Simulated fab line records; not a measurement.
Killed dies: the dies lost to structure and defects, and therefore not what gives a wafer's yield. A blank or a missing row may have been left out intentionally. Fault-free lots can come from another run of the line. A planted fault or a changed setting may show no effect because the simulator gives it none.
Comparing a struck lot with a sound one || flow sky130 || 43 steps out of a route of 708
Sound: the wafers L482.1, L482.2, L482.6. Wafers L488.1, L488.3, L488.6 were the ones struck. The cause is named last.
Per side, at each step with rows, come the tool, then ch with its chambers, and then its first start. Under that, the readings that differ: sound wafers || struck wafers || difference of the means || sigmas: that difference in standard deviations of wafers without a fault.
alike: words and numbers the same on both sides, and readings whose means are apart by under 2 such deviations; not compared: readings that were withheld, readings missing a value for some wafer, numbers with overlapping values and no deviation given by the record, and bounds like >300 which may hide the same value.
Wherever a step has rows on one side only, a row that says differs or no value, or a row with sigmas, the two part there. When numbers do not overlap yet have no deviation, they are printed without sigmas and do not part them. A reading missing from all wafers of one side parts the sides only when that side holds two or more wafers.

first, 3 steps without rows for these wafers: SKY_SONOS_ONO_WET_ETCH_18 (etches Si3N4 in H3PO4, target depth 15 nm, time 172 s); SKY_GATE_OXIDE_CLEAN_00 (cleans in SC1/SC2, time 150 s); SKY_GATE_OXIDE_OXIDATION_01 (stabilise 600 s, purge 300 s, target thk 10.268 nm).
SKY_GATE_OXIDE_THK_MEAS_02:
  sound: film-metro-01 at day 15 10:16; struck: film-metro-02 at day 17 22:10
  alike: GATE_OXIDE_OXIDATION_00_THK
then, 7 steps without rows for these wafers: SKY_GATE_OXIDE_DEHYDRATE_03 (time 60 s); SKY_GATE_OXIDE_HMDS_04 (prime time 60 s); SKY_GATE_OXIDE_COAT_05 (resist thk 1140 nm); SKY_GATE_OXIDE_SOFTBAKE_06 (time 60 s); SKY_GATE_OXIDE_EXPOSE_07 (exposes mask LVOM, target cd 600 nm); SKY_GATE_OXIDE_PEB_08; SKY_GATE_OXIDE_DEVELOP_09 (develop time 60 s).
SKY_GATE_OXIDE_OVL_MEAS_10:
  sound: overlay-01 at day 16 12:55; struck: overlay-02 at day 19 04:48
  alike: GATE_OXIDE_OVL
SKY_GATE_OXIDE_IMPLANT_11:
  sound on implanter-03 ch 0, day 16 12:56; struck on implanter-03 ch 0, day 19 04:50
  alike: beam-energy-keV, end-station-pressure-torr
then, 1 step without rows for these wafers: SKY_GATE_OXIDE_WET_ETCH_12 (etches SiO2 in dHF, target depth 16.8 nm, time 336 s).
SKY_GATE_OXIDE_STRIP_13: strips in O2/N2.
  sound on plasma-asher-03 ch 0,1, day 16 13:11; struck on plasma-asher-04 ch 0,1, day 19 05:05
  alike: drypump-motor-current-A, oes-product-au, strip-time-to-endpoint-s
  not compared: rf-hours-counter-h
SKY_GATE_OXIDE_TW_MEAS_14:
  sound: film-metro-02 at day 16 13:17; struck: film-metro-02 at day 19 05:11
  alike: GATE_OXIDE_TW
then, 3 steps without rows for these wafers: SKY_GATE_OXIDE_CLEAN_15 (cleans in SC1/SC2, time 150 s); SKY_GATE_OXIDE_OXIDATION_16 (stabilise 600 s, purge 300 s, target thk 3.57 nm); SKY_POLY_GATE_CVD_00 (deposits poly-Si, target thk 180 nm, time 720 s).
SKY_POLY_GATE_THK_MEAS_01:
  sound: film-metro-03 at day 16 17:34; struck: film-metro-02 at day 19 08:38
  alike: POLY_GATE_CVD_00_THK
then, 8 steps without rows for these wafers: SKY_RES_PROTECT_DEHYDRATE_00 (time 60 s); SKY_RES_PROTECT_HMDS_01 (prime time 60 s); SKY_RES_PROTECT_COAT_02 (resist thk 1140 nm); SKY_RES_PROTECT_SOFTBAKE_03 (time 60 s); SKY_RES_PROTECT_EXPOSE_04 (exposes mask RPM, target cd 1270 nm); SKY_RES_PROTECT_PEB_05; SKY_RES_PROTECT_DEVELOP_06 (develop time 60 s); SKY_POLY_GATE_IMPLANT_02.
SKY_RES_PROTECT_STRIP_07: strips in O2/N2.
  sound on plasma-asher-02 ch 0,1, day 17 23:29; struck on plasma-asher-02 ch 0,1, day 20 16:47
  alike: drypump-motor-current-A, oes-product-au, strip-time-to-endpoint-s
  not compared: rf-hours-counter-h
SKY_RES_PROTECT_TW_MEAS_08:
  sound: film-metro-01 at day 17 23:35; struck: film-metro-01 at day 20 16:53
  alike: POLY_GATE_TW
then, 2 steps without rows for these wafers: SKY_RES_PROTECT_CLEAN_09 (cleans in SC1/SC2, time 150 s); SKY_POLY_GATE_CVD_03 (deposits Si3N4 from DCS/NH3, target thk 75 nm, time 1290 s).
SKY_POLY_GATE_THK_MEAS_04:
  sound: film-metro-04 at day 18 05:55; struck: film-metro-04 at day 20 18:21
  alike: POLY_GATE_CVD_03_THK
then, 8 steps without rows for these wafers: SKY_POLY_GATE_DEHYDRATE_05 (time 60 s); SKY_POLY_GATE_HMDS_06 (prime time 60 s); SKY_POLY_GATE_COAT_07 (resist thk 110 nm); SKY_POLY_GATE_COAT_08 (resist thk 450 nm); SKY_POLY_GATE_SOFTBAKE_09 (time 90 s); SKY_POLY_GATE_EXPOSE_10 (exposes mask P1M, target cd 150 nm); SKY_POLY_GATE_PEB_11; SKY_POLY_GATE_DEVELOP_12 (develop time 60 s).
SKY_POLY_GATE_CD_MEAS_13: target cd 150 nm.
  sound: cd-sem-01 at day 19 13:35; struck: cd-sem-02 at day 22 00:30
  alike: cd-nm
-- here the record skips 27 days between the struck wafers' starts before and after, leaving off in module POLY_GATE and picking up in module PAD_OPEN (first step shown: number 708 of the route) --
SKY_PAD_OPEN_PROBE_99:
  sound: prober-01 at day 47 20:22; struck: prober-02 at day 49 07:14
{"reading": "model.etest.tip-p.rs-ohm-sq-range", "sound": "117.6 187.7 100.6", "struck": "266.7 404 362.3", "difference": "+209.0", "sigmas": ""}
{"reading": "model.etest.nfet_01v8.drive-ua-um-range", "sound": "5.984 13.79 7.885", "struck": "27.96 19.55 31.42", "difference": "+17.09", "sigmas": ""}
{"reading": "model.etest.pfet_01v8.drive-ua-um-range", "sound": "7.646 7.011 7.578", "struck": "18.42 20.81 22.42", "difference": "+13.14", "sigmas": ""}
{"reading": "model.etest.pfet_01v8_lvt.vt-v-range", "sound": "0.02688 0.02662 0.02229", "struck": "0.2174 0.2113 0.2183", "difference": "+0.1904", "sigmas": ""}
{"reading": "model.etest.pfet_01v8.vt-v-range", "sound": "0.0121 0.01334 0.01075", "struck": "0.08757 0.08648 0.08755", "difference": "+0.07514", "sigmas": ""}
{"reading": "model.etest.pfet_01v8_lvt.vt-v-rim-less-centre", "sound": "-0.01834 -0.01154 -0.01305", "struck": "-0.04485 -0.04718 -0.04808", "difference": -0.03239, "sigmas": ""}
{"reading": "model.etest.nfet_01v8.vt-v-range", "sound": "0.01182 0.01013 0.008175", "struck": "0.02927 0.03254 0.03534", "difference": "+0.02234", "sigmas": ""}
  alike: killed_at_M0_to_M3, killed_at_M4_up, killed-at-contacts, killed-at-front-end, killed-at-other, killed-dies, killed-open, killed-short
  not compared: model.etest.nfet_01v8.drive-ua-um-rim-less-centre

WHERE THEY PART
Nowhere in this record.

WHY: whatever the simulator had introduced
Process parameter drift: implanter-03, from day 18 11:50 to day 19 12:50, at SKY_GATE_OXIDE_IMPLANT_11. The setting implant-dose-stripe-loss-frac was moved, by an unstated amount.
